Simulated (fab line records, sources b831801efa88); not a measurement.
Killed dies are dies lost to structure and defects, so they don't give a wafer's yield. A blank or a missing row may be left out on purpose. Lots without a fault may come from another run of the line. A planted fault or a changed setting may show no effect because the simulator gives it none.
Problem report in the 8D (eight disciplines) form, filled by code | flow sfq_line | the parts of the form that need people (team, actions taken, sign-off) are left out

1. THE PROBLEM
thk_nm at SFQ_TRILAYER_I4_METRO_MEASURE_101 reads a mean of 178.8 nm on 2 wafers of 2 lots; wafers without a fault read 199.7 nm with a standard deviation of 0.86. That is -24 standard deviations from the usual mean.
First seen on wafer L384.5, day 56 06:32, on film_metro-01. The record holds 41 wafers of 14 lots with a number at this step. Rule for "out", or "out of limits": more than 4 standard deviations from the usual mean. The other wafers with a number count as sound.

2. WHAT IT IS AND WHAT IT IS NOT
question                    | is                           | is not
which readings at this step | thk_nm                       | -
which lots                  | L384, L385                   | L365, L366, L367, L368, L370, L371, L372, L373, L375, L376, L377, L386
which wafers of those lots  | L384.5, L385.5               | L384.1, L384.6, L385.3
read on which tools         | film_metro-01, film_metro-02 | film_metro-04
when                        | from day 56 06:32            | up to then (35 sound wafers); but 4 sound wafers of L385, L386 came after

3. SUSPECTS, AND WHAT RULES EACH OUT
Counting: a tool at a process step up to the reading stays a suspect if it ran every lot that is out. Sound lots after the first of them don't rule it out here, since some wafers of a struck lot are sound.
- pvd_sputter-06 at SFQ_TRILAYER_M1_DEP_SPUTTER_037 (material Nb, target thk 200 nm, time 133.3 s): kept. It ran every lot that is out, first L384 (day 18 16:31); its last sound lot up to then is L375 (day 13 07:44).
- cmp-01 at SFQ_TRILAYER_I4_CMP_CMP_100 (polishes SiO2): kept. It ran every lot that is out, first L384 (day 56 03:25); its last sound lot up to then is L377 (day 51 04:30).
- Within cmp-01 at SFQ_TRILAYER_I4_CMP_CMP_100: the wafers that are out ran in chamber 2; their sound lot-mates ran in chambers 0, 1.
Left after counting: pvd_sputter-06 at SFQ_TRILAYER_M1_DEP_SPUTTER_037, cmp-01 at SFQ_TRILAYER_I4_CMP_CMP_100.

4. THE CAUSE (what the simulator had put in)
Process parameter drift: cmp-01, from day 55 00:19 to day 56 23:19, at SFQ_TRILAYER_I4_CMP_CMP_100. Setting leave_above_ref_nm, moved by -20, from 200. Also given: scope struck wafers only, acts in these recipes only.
Counting left 2 suspects, and this tool is among them.

5. THE CHAIN OF EFFECTS, in route order
Each row: a reading whose mean over the struck wafers that have a number lies more than 3 standard deviations from the usual. Only readings for which the record gives a usual standard deviation are gone through. hours: the time from each lot's start at the first step in this table that gives one to its start at this step, as a median over the lots. sigmas: the change in usual standard deviations.
hours | step                                  | reading        | usual      | on struck wafers | change | sigmas
0     | SFQ_TRILAYER_I4_METRO_MEASURE_101     | thk_nm         | 199.7 nm   | 178.8            | -20.8  | -24
60    | SFQ_TRILAYER_I4_VIA_ETCH_VIA_ETCH_106 | oes_product_au | 0.854 a.u. | 0.804            | -0.049 | -9.7
The process steps in it:
- SFQ_TRILAYER_I4_METRO_MEASURE_101
- SFQ_TRILAYER_I4_VIA_ETCH_VIA_ETCH_106: etches SiO2 in CHF3, stops on Nb, target depth 260 nm.

6. WHAT WOULD HAVE CAUGHT IT SOONER
In this record the first reading out of limits was taken at day 56 06:32, 30 hours after the fault began at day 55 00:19.
Of the tool readings at SFQ_TRILAYER_I4_CMP_CMP_100 for which the record gives a usual standard deviation, none was out on any struck wafer, so an alarm limit of 4 standard deviations on them would not have fired.
Of the lots that are out (2), L385 began SFQ_TRILAYER_I4_CMP_CMP_100 on cmp-01 after day 56 06:32. A hold on the tool at that time would have spared it.
